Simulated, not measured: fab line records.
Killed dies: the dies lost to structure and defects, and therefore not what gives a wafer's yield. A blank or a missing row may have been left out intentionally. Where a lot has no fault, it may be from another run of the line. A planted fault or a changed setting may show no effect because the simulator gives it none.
fab line records	flow sky130	part 1 of 2: steps 1 to 28 of 34
record lots=5	wafers=15	lastDay=50
route steps=708 shown VIA1@470 METAL2@483
lots that met no fault: taken from a fault-free run of the same line
startH: hours from the record's first day to the start of the lot's first wafer shown	waitH: how many hours have passed since the lot's step before this one	" identical to the entry in the row above	L1.1+2: one row covering several wafers at once	- no value present, or no start provided	* or withheld: withheld	< > ~ a bound
route shown NAME@n: NAME is a module with steps in the file, n the number in the route of the first one	usual: mean/standard deviation taken from wafers without a fault	same: alike in all rows	chamber/n: place in a boat	sites: the reading at each site	_std_site: the values' standard deviation	_edge_site: inner sites' mean taken away from outer sites' mean	radiusMm: for every site, how far away it sits from the centre of the wafer	mask NAME#n: copy n	behind: the tool/chamber that last shaped the wafer	hold: why the lot went on hold/how many hours it stayed there/how the hold came to an end	device: the n, p or np transistor that did not switch	end of line: the tests these same wafers got at the end of their route	a step without rows: its recipe alone	killed: the dies lost at the first sort to structure and to defects; this is not the yield of the wafer	map: per-die view of a wafer (x killed, . not killed, _ where there is no die)
set.NAME: the run value of the setting; set.NAME@STEP: its run value at that earlier step	model.NAME: the simulator's own value behind a step, which no gauge read
lots at some steps of the route; a table a step, a row a wafer
services: from which hour (startH, from the record's first day; less than 0 if before it) a tool's chamber was out of use, for how many hours, and why
## steps
# step SKY_VIA1_CD_MEAS_12
# recipe targetCdNm=150
# usual cdNm=149.8/1.6
lot.wafer	tool	chamber	startH	waitH	cdNm
L087.1	cdSem-02	-	895.33	-	151.6
L087.3	"	-	"	"	150.2
L087.4	"	-	"	"	150.0
L088.1	cdSem-02	-	908.03	-	149.9
L088.3	"	-	"	"	152.4
L088.4	"	-	"	"	150.8
L091.2	cdSem-01	-	918.17	-	150.5
L091.3	"	-	"	"	149.0
L091.6	"	-	"	"	149.2
L093.2	cdSem-01	-	942.27	-	150.8
L093.3	"	-	"	"	150.5
L093.6	"	-	"	"	151.4
L095.1	cdSem-02	-	954.88	-	148.1
L095.4	"	-	"	"	148.1
L095.5	"	-	"	"	148.3
# step SKY_VIA1_OVL_MEAS_13
# usual VIA1_OVL=-1/5.6
lot.wafer	tool	chamber	startH	waitH	VIA1_OVL[nm]
L087.1	overlay-01	-	895.45	0.1	-6
L087.3	"	-	"	"	-7
L087.4	"	-	"	"	-12
L088.1	overlay-01	-	908.15	0.1	5
L088.3	"	-	"	"	1
L088.4	"	-	"	"	-2
L091.2	overlay-01	-	918.27	0.1	4
L091.3	"	-	"	"	-2
L091.6	"	-	"	"	4
L093.2	overlay-02	-	942.37	0.1	3
L093.3	"	-	"	"	6
L093.6	"	-	"	"	-3
L095.1	overlay-01	-	955.00	0.1	-7
L095.4	"	-	"	"	-12
L095.5	"	-	"	"	-13
# step SKY_VIA1_ETCH_14
# recipe chemistry=N2/H2	target=BARC	ionEnergyEv=200	sourceW=500	biasW=100	pressureMtorr=30	n2FlowSccm=100	h2FlowSccm=200	stopOn=SiO2	timeS=45.9	targetDepthA=600
# usual chamberPressureMTorr=30.005/0.026	drypumpMotorCurrentA=5.7/0.54	oesProductAu=0.855/0.0048	throttleValvePct=13.225/0.0089
# same timeS=45.9
lot.wafer	tool	chamber	startH	waitH	chamberPressureMTorr	drypumpMotorCurrentA	oesProductAu	rfHoursCounterH	throttleValvePct
L087.1	rieDiel-03	0	895.49	0.0	30.027	5.1	0.852	24	13.222
L087.3	"	3	"	"	29.974	6.2	0.855	9	13.234
L087.4	"	1	"	"	30.027	5.5	0.857	16	13.229
L088.1	rieDiel-03	1	908.19	0.0	30.028	5.5	0.863	16	13.222
L088.3	"	3	"	"	30.071	6.3	0.861	10	13.241
L088.4	"	0	"	"	30.017	5.0	0.864	25	13.232
L091.2	rieDiel-04	1	918.30	0.0	29.970	5.7	0.853	3	13.216
L091.3	"	2	"	"	30.013	6.3	0.855	8	13.220
L091.6	"	1	"	"	30.005	5.7	0.855	-	13.238
L093.2	rieDiel-02	2	942.40	0.0	30.033	5.8	0.852	14	13.215
L093.3	"	1	"	"	30.002	5.2	0.856	26	13.208
L093.6	"	3	"	"	30.008	5.1	0.866	-	13.222
L095.1	rieDiel-02	3	955.04	0.0	30.019	5.1	0.856	21	13.220
L095.4	"	1	"	"	30.053	5.2	0.856	26	13.227
L095.5	"	3	"	"	30.011	5.1	0.865	-	13.216
# step SKY_VIA1_ETCH_15
# recipe target=SiO2	chemistry=C4F8/O2/Ar	targetDepthNm=351	stopOn=TiN	maskMaterial=KrF-thick	sourceW=1500	biasW=1200	pressureMtorr=40	c4f8FlowSccm=withheld	O2_flow_sccm=6	Ar_flow_sccm=300	timeS=54
# usual chamberPressureMTorr=40.00/0.036	oesProductAu=0.983/0.0055
# same timeS=54
lot.wafer	tool	chamber	startH	waitH	chamberPressureMTorr	oesProductAu
L087.1	rieDiel-03	0	895.53	0.0	40.01	0.984
L087.3	"	3	"	"	39.99	0.982
L087.4	"	1	"	"	39.95	0.982
L088.1	rieDiel-03	1	908.23	0.0	39.94	0.971
L088.3	"	3	"	"	39.94	0.988
L088.4	"	0	"	"	40.05	0.974
L091.2	rieDiel-04	1	918.34	0.0	39.96	0.993
L091.3	"	2	"	"	39.99	0.987
L091.6	"	1	"	"	40.07	0.982
L093.2	rieDiel-02	2	942.44	0.0	39.98	0.988
L093.3	"	1	"	"	40.00	0.979
L093.6	"	3	"	"	39.97	0.984
L095.1	rieDiel-02	3	955.08	0.0	40.02	0.976
L095.4	"	1	"	"	40.02	0.990
L095.5	"	3	"	"	40.03	0.981
# step SKY_VIA1_STRIP_16
# recipe chemistry=O2/N2	powerW=1400	pressureMtorr=1500	platenTempC=withheld	o2FlowSccm=3000	n2FlowSccm=300	overashFraction=0.5
# usual chamberPressureMTorr=1500.2/1.3	drypumpMotorCurrentA=5.8/0.45	oesProductAu=0.414/0.0051	stripTimeToEndpointS=4.441/0.025
lot.wafer	tool	chamber	startH	waitH	chamberPressureMTorr	drypumpMotorCurrentA	oesProductAu	rfHoursCounterH	stripTimeToEndpointS
L087.1	plasmaAsher-03	0	895.58	0.0	1498.2	6.1	0.416	113	4.447
L087.3	"	1	"	"	1499.9	6.0	0.411	-	4.431
L087.4	"	0	"	"	1498.4	6.1	0.407	-	4.450
L088.1	plasmaAsher-04	1	908.28	0.0	1500.8	6.1	0.407	18	4.440
L088.3	"	1	"	"	1499.9	6.1	0.415	-	4.442
L088.4	"	0	"	"	1500.3	4.8	0.409	-	4.453
L091.2	plasmaAsher-03	1	918.39	0.0	1501.5	6.0	0.416	115	4.421
L091.3	"	1	"	"	1498.9	6.0	0.416	-	4.414
L091.6	"	0	"	"	1498.2	6.1	0.412	-	4.429
L093.2	plasmaAsher-03	0	942.49	0.0	1498.0	6.2	0.422	118	4.404
L093.3	"	1	"	"	1502.2	6.0	0.413	-	4.435
L093.6	"	0	"	"	1501.7	6.2	0.415	-	4.451
L095.1	plasmaAsher-03	1	955.13	0.0	1501.2	5.9	0.409	119	4.493
L095.4	"	0	"	"	1500.8	6.1	0.415	-	4.450
L095.5	"	0	"	"	1502.5	6.1	0.410	-	4.468
# step SKY_VIA1_STRIP_17
# recipe chemistry=postEtchResidueRemover	timeS=1200	tempC=72.5
# same timeS=1200
lot.wafer	tool	chamber	startH	waitH
L087.1+3+4	wetBench-04	1	895.68	0.1
L088.1+3+4	wetBench-02	0	908.38	0.1
L091.2+3+6	wetBench-02	3	918.49	0.1
L093.2+3+6	wetBench-01	1	942.59	0.1
L095.1+4+5	wetBench-02	2	955.23	0.1
# step SKY_VIA1_CLEAN_18
# recipe chemistry=IPA	timeS=180	tempC=25
# same timeS=180
lot.wafer	tool	chamber	startH	waitH
L087.1+3+4	wetBench-02	1	896.05	0.0
L088.1+3+4	wetBench-02	3	908.78	0.0
L091.2+3+6	wetBench-04	0	918.86	0.0
L093.2+3+6	wetBench-04	3	942.96	0.0
L095.1+4+5	wetBench-01	0	955.60	0.0
# step SKY_VIA1_CLEAN_19
# recipe chemistry=O3/DIW	dry=n2Spin
lot.wafer	tool	chamber	startH	waitH
L087.1+3+4	wetBench-04	0	896.11	0.0
L088.1+3+4	wetBench-04	3	908.85	0.0
L091.2+3+6	wetBench-01	2	918.92	0.0
L093.2+3+6	wetBench-02	1	943.03	0.0
L095.1+4+5	wetBench-02	2	955.66	0.0
# step SKY_VIA1_SPUTTER_20
# recipe material=TiN	targetThkNm=20	chamberPressurePa=5	powerW=4000	timeS=80
# usual throttleValvePct=29.9/0.89
# same timeS=80
lot.wafer	tool	chamber	startH	waitH	throttleValvePct
L087.1	pvdSputter-02	-	896.21	0.0	29.5
L087.3	"	-	"	"	28.5
L087.4	"	-	"	"	29.4
L088.1	pvdSputter-04	-	908.95	0.0	31.6
L088.3	"	-	"	"	29.8
L088.4	"	-	"	"	29.8
L091.2	pvdSputter-02	-	919.11	0.0	29.2
L091.3	"	-	"	"	28.6
L091.6	"	-	"	"	29.4
L093.2	pvdSputter-04	-	943.14	0.0	31.8
L093.3	"	-	"	"	30.0
L093.6	"	-	"	"	30.3
L095.1	pvdSputter-04	-	955.76	0.0	32.0
L095.4	"	-	"	"	29.7
L095.5	"	-	"	"	31.6
# step SKY_VIA1_CVD_21
# recipe material=W	targetThkNm=270	timeS=80.902	tempC=400	pressureTorr=40
# usual heaterPowerW=825/99
# same timeS=80.902
lot.wafer	tool	chamber	startH	waitH	heaterPowerW	sinceWetCleanH
L087.1	cvdW-02	0	896.27	0.0	762	492
L087.3	"	0	"	"	755	-
L087.4	"	1	"	"	938	-
L088.1	cvdW-02	1	909.01	0.0	930	505
L088.3	"	0	"	"	765	-
L088.4	"	1	"	"	924	-
L091.2	cvdW-02	0	919.17	0.0	753	515
L091.3	"	0	"	"	765	-
L091.6	"	1	"	"	941	-
L093.2	cvdW-02	0	943.20	0.0	761	539
L093.3	"	1	"	"	920	-
L093.6	"	0	"	"	741	-
L095.1	cvdW-02	0	955.82	0.0	769	552
L095.4	"	0	"	"	768	-
L095.5	"	1	"	"	947	-
# step SKY_VIA1_RS_MEAS_22
# recipe thkMeasGauge=four-point-probe	reads=W_of_VIA1_CVD_21+TiN_of_VIA1_SPUTTER_20
# usual VIA1_W_RS=0.426/0.0099
lot.wafer	tool	chamber	startH	waitH	VIA1_W_RS[ohm/sq]
L087.1	filmMetro-04	-	896.37	0.1	0.412
L087.3	"	-	"	"	0.412
L087.4	"	-	"	"	0.432
L088.1	filmMetro-02	-	909.11	0.1	0.430
L088.3	"	-	"	"	0.414
L088.4	"	-	"	"	0.431
L091.2	filmMetro-01	-	919.28	0.1	0.414
L091.3	"	-	"	"	0.410
L091.6	"	-	"	"	0.427
L093.2	filmMetro-04	-	943.32	0.1	0.413
L093.3	"	-	"	"	0.425
L093.6	"	-	"	"	0.407
L095.1	filmMetro-02	-	955.91	0.1	0.413
L095.4	"	-	"	"	0.416
L095.5	"	-	"	"	0.429
# step SKY_VIA1_THK_MEAS_23
# recipe thkMeasGauge=xrf	reads=W_of_VIA1_CVD_21
# usual VIA1_W_THK=271/7.1
lot.wafer	tool	chamber	startH	waitH	VIA1_W_THK[nm]
L087.1	filmMetro-04	-	896.49	0.1	276
L087.3	"	-	"	"	274
L087.4	"	-	"	"	263
L088.1	filmMetro-02	-	909.23	0.1	272
L088.3	"	-	"	"	283
L088.4	"	-	"	"	273
L091.2	filmMetro-01	-	919.39	0.1	281
L091.3	"	-	"	"	283
L091.6	"	-	"	"	273
L093.2	filmMetro-04	-	943.43	0.1	274
L093.3	"	-	"	"	266
L093.6	"	-	"	"	279
L095.1	filmMetro-02	-	956.03	0.1	282
L095.4	"	-	"	"	279
L095.5	"	-	"	"	271
# step SKY_VIA1_CMP_24
# recipe stopOn=SiO2	tOverpolishS=15	downForcePsi=3.5	platenRpm=60	targetThkNm=0	padVelocityMS=0.94248
# usual motorCurrentA=11.3/1.1	overpolishRunS=15.001/0.0098	platenRpm=59.99/0.046	timeToEndpointS=65/3.9
lot.wafer	tool	chamber	startH	waitH	motorCurrentA	overpolishRunS	platenRpm	timeToEndpointS
L087.4	cmp-01	1	896.55	0.0	10.4	15.008	60.05	63
L087.3	"	3	"	"	13.0	14.991	59.94	64
L087.1	"	0	"	"	10.2	15.012	60.04	71
L088.1	cmp-02	3	909.29	0.1	11.0	14.999	59.99	63
L088.3	"	1	"	"	11.5	15.011	60.03	66
L088.4	"	2	"	"	12.4	15.004	60.03	63
L091.3	cmp-02	1	919.53	0.1	11.6	14.977	60.02	65
L091.2	"	3	"	"	10.5	14.985	59.99	64
L091.6	"	0	"	"	9.5	15.007	60.00	60
L093.2	cmp-02	2	943.53	0.1	12.5	14.993	60.01	67
L093.3	"	0	"	"	10.4	14.998	60.04	58
L093.6	"	2	"	"	12.0	14.992	59.94	66
L095.1	cmp-02	0	956.19	0.1	10.2	14.993	59.96	58
L095.4	"	1	"	"	11.4	15.006	59.98	67
L095.5	"	2	"	"	11.8	15.004	59.96	64
# step SKY_METAL2_SPUTTER_00
# recipe material=Ti	targetThkNm=15	powerW=3000	timeS=10	chamberPressurePa=0.4
# usual throttleValvePct=29.5/0.91
# same timeS=10
lot.wafer	tool	chamber	startH	waitH	throttleValvePct
L087.1	pvdSputter-01	-	896.85	0.1	30.8
L087.3	"	-	"	"	29.2
L087.4	"	-	"	"	28.9
L088.1	pvdSputter-03	-	909.59	0.2	28.5
L088.3	"	-	"	"	28.9
L088.4	"	-	"	"	30.8
L091.2	pvdSputter-01	-	919.78	0.1	31.0
L091.3	"	-	"	"	31.2
L091.6	"	-	"	"	29.0
L093.2	pvdSputter-01	-	943.78	0.2	31.1
L093.3	"	-	"	"	29.0
L093.6	"	-	"	"	29.1
L095.1	pvdSputter-01	-	956.39	0.1	29.3
L095.4	"	-	"	"	31.0
L095.5	"	-	"	"	31.0
# step SKY_METAL2_SPUTTER_01
# recipe material=TiN	targetThkNm=20	powerW=6500	timeS=16.7	chamberPressurePa=0.4
# usual throttleValvePct=29.5/0.91
# same timeS=16.7
lot.wafer	tool	chamber	startH	waitH	throttleValvePct
L087.1	pvdSputter-01	-	896.87	0.0	31.1
L087.3	"	-	"	"	29.3
L087.4	"	-	"	"	29.0
L088.1	pvdSputter-03	-	909.61	0.0	28.2
L088.3	"	-	"	"	28.8
L088.4	"	-	"	"	30.8
L091.2	pvdSputter-01	-	919.80	0.0	31.0
L091.3	"	-	"	"	30.9
L091.6	"	-	"	"	29.1
L093.2	pvdSputter-01	-	945.38	1.6	31.1
L093.3	"	-	"	"	29.4
L093.6	"	-	"	"	29.2
L095.1	pvdSputter-01	-	956.41	0.0	28.9
L095.4	"	-	"	"	31.1
L095.5	"	-	"	"	31.2
# step SKY_METAL2_SPUTTER_02
# recipe material=AlCu	targetThkNm=250	powerW=10600	timeS=13.3	chamberPressurePa=0.4
# usual throttleValvePct=29.5/0.91
# same timeS=13.3
lot.wafer	tool	chamber	startH	waitH	throttleValvePct
L087.1	pvdSputter-01	-	896.89	0.0	30.8
L087.3	"	-	"	"	29.3
L087.4	"	-	"	"	29.0
L088.1	pvdSputter-03	-	909.63	0.0	28.0
L088.3	"	-	"	"	28.7
L088.4	"	-	"	"	31.0
L091.2	pvdSputter-01	-	919.83	0.0	30.7
L091.3	"	-	"	"	30.9
L091.6	"	-	"	"	29.0
L093.2	pvdSputter-01	-	945.41	0.0	31.4
L093.3	"	-	"	"	29.3
L093.6	"	-	"	"	29.2
L095.1	pvdSputter-01	-	956.44	0.0	29.3
L095.4	"	-	"	"	31.1
L095.5	"	-	"	"	31.1
# step SKY_METAL2_SPUTTER_03
# recipe material=Ti	targetThkNm=5	powerW=3000	timeS=3.3	chamberPressurePa=0.4
# usual throttleValvePct=29.5/0.89
# same timeS=3.3
lot.wafer	tool	chamber	startH	waitH	throttleValvePct
L087.1	pvdSputter-01	-	896.92	0.0	31.1
L087.3	"	-	"	"	29.2
L087.4	"	-	"	"	29.1
L088.1	pvdSputter-03	-	909.66	0.0	28.3
L088.3	"	-	"	"	29.0
L088.4	"	-	"	"	30.9
L091.2	pvdSputter-01	-	919.85	0.0	31.1
L091.3	"	-	"	"	31.0
L091.6	"	-	"	"	29.0
L093.2	pvdSputter-01	-	945.43	0.0	31.2
L093.3	"	-	"	"	29.3
L093.6	"	-	"	"	29.3
L095.1	pvdSputter-01	-	956.46	0.0	29.3
L095.4	"	-	"	"	30.9
L095.5	"	-	"	"	31.3
# step SKY_METAL2_SPUTTER_04
# recipe material=TiN	targetThkNm=70	powerW=6500	timeS=58.3	chamberPressurePa=0.4
# usual throttleValvePct=29.5/0.91
# same timeS=58.3
lot.wafer	tool	chamber	startH	waitH	throttleValvePct
L087.1	pvdSputter-01	-	896.94	0.0	31.4
L087.3	"	-	"	"	29.4
L087.4	"	-	"	"	29.3
L088.1	pvdSputter-03	-	909.68	0.0	28.2
L088.3	"	-	"	"	29.1
L088.4	"	-	"	"	30.8
L091.2	pvdSputter-01	-	919.87	0.0	31.2
L091.3	"	-	"	"	30.9
L091.6	"	-	"	"	29.4
L093.2	pvdSputter-01	-	945.45	0.0	31.1
L093.3	"	-	"	"	29.3
L093.6	"	-	"	"	29.5
L095.1	pvdSputter-01	-	956.48	0.0	28.9
L095.4	"	-	"	"	30.9
L095.5	"	-	"	"	31.2
# step SKY_METAL2_RS_MEAS_05
# recipe thkMeasGauge=four-point-probe	reads=TiN_of_METAL2_SPUTTER_04+Ti_of_METAL2_SPUTTER_03+AlCu_of_METAL2_SPUTTER_02+TiN_of_METAL2_SPUTTER_01+Ti_of_METAL2_SPUTTER_00
# usual METAL2_ALCU_RS=0.1276/0.002
lot.wafer	tool	chamber	startH	waitH	METAL2_ALCU_RS[ohm/sq]
L087.1	filmMetro-03	-	896.99	0.0	0.1296
L087.3	"	-	"	"	0.1262
L087.4	"	-	"	"	0.1289
L088.1	filmMetro-03	-	909.73	0.0	0.1279
L088.3	"	-	"	"	0.1250
L088.4	"	-	"	"	0.1273
L091.2	filmMetro-02	-	919.94	0.0	0.1314
L091.3	"	-	"	"	0.1294
L091.6	"	-	"	"	0.1291
L093.2	filmMetro-02	-	945.52	0.0	0.1295
L093.3	"	-	"	"	0.1279
L093.6	"	-	"	"	0.1273
L095.1	filmMetro-03	-	956.53	0.0	0.1289
L095.4	"	-	"	"	0.1297
L095.5	"	-	"	"	0.1307
# step SKY_METAL2_THK_MEAS_06
# recipe thkMeasGauge=xrf	reads=AlCu_of_METAL2_SPUTTER_02
# usual METAL2_ALCU_THK=247/4
lot.wafer	tool	chamber	startH	waitH	METAL2_ALCU_THK[nm]
L087.1	filmMetro-03	-	897.11	0.1	242
L087.3	"	-	"	"	247
L087.4	"	-	"	"	242
L088.1	filmMetro-03	-	909.85	0.1	245
L088.3	"	-	"	"	250
L088.4	"	-	"	"	245
L091.2	filmMetro-02	-	920.05	0.1	240
L091.3	"	-	"	"	245
L091.6	"	-	"	"	244
L093.2	filmMetro-02	-	945.63	0.1	243
L093.3	"	-	"	"	249
L093.6	"	-	"	"	248
L095.1	filmMetro-03	-	956.65	0.1	245
L095.4	"	-	"	"	244
L095.5	"	-	"	"	242
# step SKY_METAL2_DEHYDRATE_07
# recipe tempC=200	timeS=60
# same timeS=60
lot.wafer	tool	chamber	startH	waitH
L087.1+3+4	lithoTrack-04	0	909.20	12.1
L088.1+3+4	lithoTrack-02	0	921.48	11.6
L091.2+3+6	lithoTrack-02	0	932.26	12.2
L093.2+3+6	lithoTrack-02	0	957.26	11.6
L095.1+4+5	lithoTrack-03	0	967.25	10.6
# step SKY_METAL2_HMDS_08
# recipe primeTimeS=60	primeTempC=120
lot.wafer	tool	chamber	startH	waitH
L087.1+3+4	lithoTrack-04	0	909.35	0.1
L088.1+3+4	lithoTrack-02	0	921.63	0.1
L091.2+3+6	lithoTrack-02	0	932.41	0.1
L093.2+3+6	lithoTrack-02	0	957.41	0.1
L095.1+4+5	lithoTrack-03	0	967.40	0.1
# step SKY_METAL2_COAT_09
# recipe resist=BARC	tempC=withheld	timeS=withheld	spinRpm=3000	resistThkNm=60
lot.wafer	tool	chamber	startH	waitH
L087.1+3+4	lithoTrack-04	0	909.50	0.1
L088.1+3+4	lithoTrack-02	0	921.78	0.1
L091.2+3+6	lithoTrack-02	0	932.56	0.1
L093.2+3+6	lithoTrack-02	0	957.56	0.1
L095.1+4+5	lithoTrack-03	0	967.55	0.1
# step SKY_METAL2_COAT_10
# recipe resist=KrF-thick	spinRpm=3000	resistThkNm=450
lot.wafer	tool	chamber	startH	waitH
L087.1+3+4	lithoTrack-04	0	-	-
L088.1+3+4	lithoTrack-02	0	-	-
L091.2+3+6	lithoTrack-02	0	-	-
L093.2+3+6	lithoTrack-02	0	-	-
L095.1+4+5	lithoTrack-03	0	-	-
# step SKY_METAL2_SOFTBAKE_11
# recipe tempC=100	timeS=90	resist=KrF-thick
# same timeS=90
lot.wafer	tool	chamber	startH	waitH
L087.1+3+4	lithoTrack-04	0	-	-
L088.1+3+4	lithoTrack-02	0	-	-
L091.2+3+6	lithoTrack-02	0	-	-
L093.2+3+6	lithoTrack-02	0	-	-
L095.1+4+5	lithoTrack-03	0	-	-
# step SKY_METAL2_EXPOSE_12
# recipe maskId=MM2	na=0.8	sourceShape=annular	sigmaInner=0.55	sigmaOuter=0.85	targetCdNm=140	doseMj=28
# usual exposureDoseMJCm2=27.94/0.038
lot.wafer	tool	chamber	startH	waitH	mask	exposureDoseMJCm2
L087.1	krfScanner-02	0	-	-	MM2#0	27.93
L087.3	"	0	"	"	MM2#0	27.89
L087.4	"	0	"	"	MM2#0	27.88
L088.1	krfScanner-01	0	-	-	MM2#0	27.99
L088.3	"	0	"	"	MM2#0	27.98
L088.4	"	0	"	"	MM2#0	27.94
L091.2	krfScanner-01	0	-	-	MM2#0	28.01
L091.3	"	0	"	"	MM2#0	28.00
L091.6	"	0	"	"	MM2#0	28.03
L093.2	krfScanner-02	0	-	-	MM2#0	27.90
L093.3	"	0	"	"	MM2#0	27.88
L093.6	"	0	"	"	MM2#0	27.90
L095.1	krfScanner-01	0	-	-	MM2#0	27.94
L095.4	"	0	"	"	MM2#0	27.99
L095.5	"	0	"	"	MM2#0	27.95
# step SKY_METAL2_PEB_13
# recipe pebTempC=withheld	pebTimeS=withheld	resist=KrF-thick
lot.wafer	tool	chamber	startH	waitH
L087.1+3+4	lithoTrack-04	0	-	-
L088.1+3+4	lithoTrack-03	0	-	-
L091.2+3+6	lithoTrack-02	0	-	-
L093.2+3+6	lithoTrack-03	0	-	-
L095.1+4+5	lithoTrack-02	0	-	-
# step SKY_METAL2_DEVELOP_14
# recipe developTimeS=60	resist=KrF-thick	devTempC=21
lot.wafer	tool	chamber	startH	waitH
L087.1+3+4	lithoTrack-04	0	-	-
L088.1+3+4	lithoTrack-03	0	-	-
L091.2+3+6	lithoTrack-02	0	-	-
L093.2+3+6	lithoTrack-03	0	-	-
L095.1+4+5	lithoTrack-02	0	-	-
